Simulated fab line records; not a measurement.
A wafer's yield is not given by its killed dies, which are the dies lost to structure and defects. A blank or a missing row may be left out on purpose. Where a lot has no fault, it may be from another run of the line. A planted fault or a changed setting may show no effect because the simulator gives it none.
Comparing a struck lot with a sound one / flow gf180mcu / 16 steps out of a route of 602
Sound: the wafers L862.1, L862.4, L862.5. Wafers L855.1, L855.2, L855.5 were the ones struck. The cause is given at the end.
Each step with rows lists, per side, the tool, then ch with its chambers, then its first start. Under that, the readings that differ: sound wafers / struck wafers / difference of the means / sigmas: that difference in standard deviations of wafers without a fault.
alike: same words and numbers on both sides, and readings whose means sit less than 2 such deviations apart. not compared: any withheld reading, any reading some wafer has no value for, any bound like >300 that may hide the same value, and any number with overlapping values for which the record gives no deviation.
A row with sigmas, a row that says differs or no value, or rows on one side alone: a step with any of these is where the two part. Non-overlapping numbers with no deviation appear without sigmas and do not part them. Lack of a reading on every wafer of one side parts them only where that side has two or more wafers.

first, 5 steps without rows for these wafers: GF_SAB_COAT_04 (resist thk 1000 nm); GF_SAB_SOFTBAKE_05 (time 60 s); GF_SAB_EXPOSE_06 (exposes mask SAB, target cd 420 nm); GF_SAB_PEB_07; GF_SAB_DEVELOP_08 (develop time 60 s).
GF_SAB_CD_MEAS_09 targets a cd of 420 nm.
  sound on cdSem-02, day 22 10:25; struck on cdSem-02, day 20 02:26
  alike: cdNm
GF_SAB_OVL_MEAS_10:
  sound on overlay-02, day 22 10:32; struck on overlay-01, day 20 02:34
reading=SAB_OVL (nm); sound=0.0 0.3 -0.8; struck=2.5 2.8 1.8; difference=+2.5; sigmas=+2
GF_SAB_ETCH_11: etches SiO2 in C4F8/O2/Ar, target depth 55 nm, time 8.5 s.
  sound on rieDiel-02 ch 0,1,2, day 22 10:35; struck on rieDiel-01 ch 0,2, day 20 02:36
  alike: biasW, oesProductAu
  not compared: rfHoursCounterH
then, 1 step without rows for these wafers: GF_SAB_WET_ETCH_12 (etches SiO2 in dHF, target depth 22 nm, time 440 s).
GF_SAB_STRIP_13: strips in O2/N2.
  sound on plasmaAsher-04 ch 0,1, day 22 10:44; struck on plasmaAsher-04 ch 0,1, day 20 02:47
  alike: drypumpMotorCurrentA, heaterPowerW, oesProductAu, stripTimeToEndpointS
  not compared: rfHoursCounterH
then, 2 steps without rows for these wafers: GF_SALICIDE_CLEAN_00 (cleans in SC1/SC2, time 150 s); GF_SALICIDE_WET_ETCH_01 (etches SiO2 in dHF, target depth 5 nm, time 100 s).
GF_SALICIDE_SPUTTER_02: material Co, target thk 10 nm, time 20 s.
  sound on pvdSputter-02, day 22 10:57; struck on pvdSputter-02, day 20 02:58
  no value came back on the struck wafers for cathodeDcPowerW (W), chamberPressurePa (Pa), throttleValvePct (%); on the sound wafers cathodeDcPowerW (W) reads 999.85 999.79 999.99
GF_SALICIDE_SPUTTER_03: material TiN, target thk 20 nm, time 16.7 s.
  sound on pvdSputter-02, day 22 10:59; struck on pvdSputter-02, day 20 03:00
  alike: cathodeDcPowerW, chamberPressurePa, throttleValvePct
GF_SALICIDE_RS_MEAS_04: a four-point-probe measurement.
  sound on filmMetro-03, day 22 11:01; struck on filmMetro-04, day 20 03:01
reading=SALICIDE_TIN_RS (ohm/sq); sound=16.60 16.15 16.18; struck=57.52 57.68 57.46; difference=+41.24; sigmas=+99 or more
-- the record jumps here: 13 days lie between the struck wafers' starts before and after (it left off in module SALICIDE and takes up again in module PASSIVATION, whose first step shown is number 602 of the route) --
GF_PASSIVATION_PROBE_99:
  only the struck wafers here have rows in the record (prober-02, day 32 23:44); the sound ones have none

## WHERE THEY PART
First at GF_SAB_OVL_MEAS_10; last, within this record, at GF_PASSIVATION_PROBE_99.

WHY: the cause the simulator had injected
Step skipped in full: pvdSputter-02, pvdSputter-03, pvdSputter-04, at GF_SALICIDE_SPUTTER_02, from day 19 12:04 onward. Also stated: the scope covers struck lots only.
